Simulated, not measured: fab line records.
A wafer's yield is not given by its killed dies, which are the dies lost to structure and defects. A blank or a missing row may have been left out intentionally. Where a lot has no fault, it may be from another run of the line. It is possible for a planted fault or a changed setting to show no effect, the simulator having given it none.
A lot that was struck, set against a sound lot || flow sky130 || 14 steps out of a route of 708
Sound: the wafers L425.2, L425.3, L425.4. Wafers struck: L438.1, L438.3, L438.4. The cause is named last.
Order at every step that has rows: each side's tool, ch and its chambers, its first start. Under that, the readings that differ: sound wafers || struck wafers || difference of the means || sigmas: that difference in standard deviations of wafers without a fault.
alike: a reading whose means differ by less than 2 such deviations, as well as words and numbers matching on both sides. not compared: withheld readings; readings where some wafer has no value; bounds like >300 that might hide an equal value; numbers whose values overlap and for which the record gives no deviation.
A row with sigmas, a row that says differs or no value, or rows on one side alone: a step with any of these is where the two part. Numbers that have no deviation but don't overlap get no sigmas and don't part them. Lack of a reading on every wafer of one side parts them only where that side has two or more wafers.

first, 9 steps without rows for these wafers: SKY_CAPM_CLEAN_17 (cleans in O3/DIW); SKY_METAL3_DEHYDRATE_05 (time 60 s); SKY_METAL3_HMDS_06 (prime time 60 s); SKY_METAL3_COAT_07 (resist thk 60 nm); SKY_METAL3_COAT_08 (resist thk 1140 nm); SKY_METAL3_SOFTBAKE_09 (time 90 s); SKY_METAL3_EXPOSE_10 (exposes mask MM3, target cd 300 nm); SKY_METAL3_PEB_11; SKY_METAL3_DEVELOP_12 (develop time 60 s).
SKY_METAL3_CD_MEAS_13 targets a cd of 300 nm.
  sound: cd_sem-01 at day 38 11:52; struck: cd_sem-01 at day 42 08:29
  alike: cd_nm
SKY_METAL3_OVL_MEAS_14:
  sound: overlay-01 at day 38 11:58; struck: overlay-02 at day 42 08:37
  alike: METAL3_OVL
SKY_METAL3_DESCUM_15: chemistry O2, time 8 s.
  sound on rie_metal-01 ch 0,1, day 38 12:00; struck on rie_metal-04 ch 0,1, day 42 08:39
{"reading": "drypump_motor_current_A (A)", "sound": "4.9 5.7 4.9", "struck": "6.0 6.0 6.5", "difference": "+1.0", "sigmas": "+2"}
  alike: oes_product_au
  not compared: rf_hours_counter_h
SKY_METAL3_ETCH_16: etches BARC in N2/H2, stops on SiO2, time 88.2 s, target depth 60 nm.
  sound on rie_metal-01 ch 0,1, day 38 12:02; struck on rie_metal-04 ch 0,1, day 42 08:41
{"reading": "drypump_motor_current_A (A)", "sound": "4.9 5.8 4.9", "struck": "6.0 6.0 6.5", "difference": "+1.0", "sigmas": "+2"}
{"reading": "oes_product_au (a.u.)", "sound": "0.624 0.617 0.624", "struck": "0.596 0.596 0.598", "difference": -0.025, "sigmas": -6}
{"reading": "run_length_s (s)", "sound": "117.5 115.7 117.0", "struck": "127.4 127.6 127.8", "difference": "+10.9", "sigmas": "+27"}
{"reading": "model.KrF-thick_of_METAL3_COAT_08.thk_nm (nm)", "sound": "1084 1084 1080", "struck": "1064 1067 1066", "difference": -17, "sigmas": ""}
{"reading": "model.SiO2_of_CAPM_CVD_00.thk_nm (nm)", "sound": "15.18 15.15 15.49", "struck": "14.91 14.98 14.93", "difference": -0.33, "sigmas": ""}
  alike: throttle_valve_pct
  not compared: rf_hours_counter_h
SKY_METAL3_ETCH_17: etches SiO2 in C4F8/O2/Ar, stops on TiN, time 3.9 s, target depth 15 nm.
  sound on rie_diel-02 ch 0,1,2, day 38 12:08; struck on rie_diel-04 ch 0,1,3, day 42 08:47
  alike: oes_product_au

WHERE THEY PART
First at SKY_METAL3_DESCUM_15; last, within this record, at SKY_METAL3_ETCH_16. Later steps at which nothing parts them and some readings are alike: SKY_METAL3_ETCH_17.

WHY: the cause the simulator had injected
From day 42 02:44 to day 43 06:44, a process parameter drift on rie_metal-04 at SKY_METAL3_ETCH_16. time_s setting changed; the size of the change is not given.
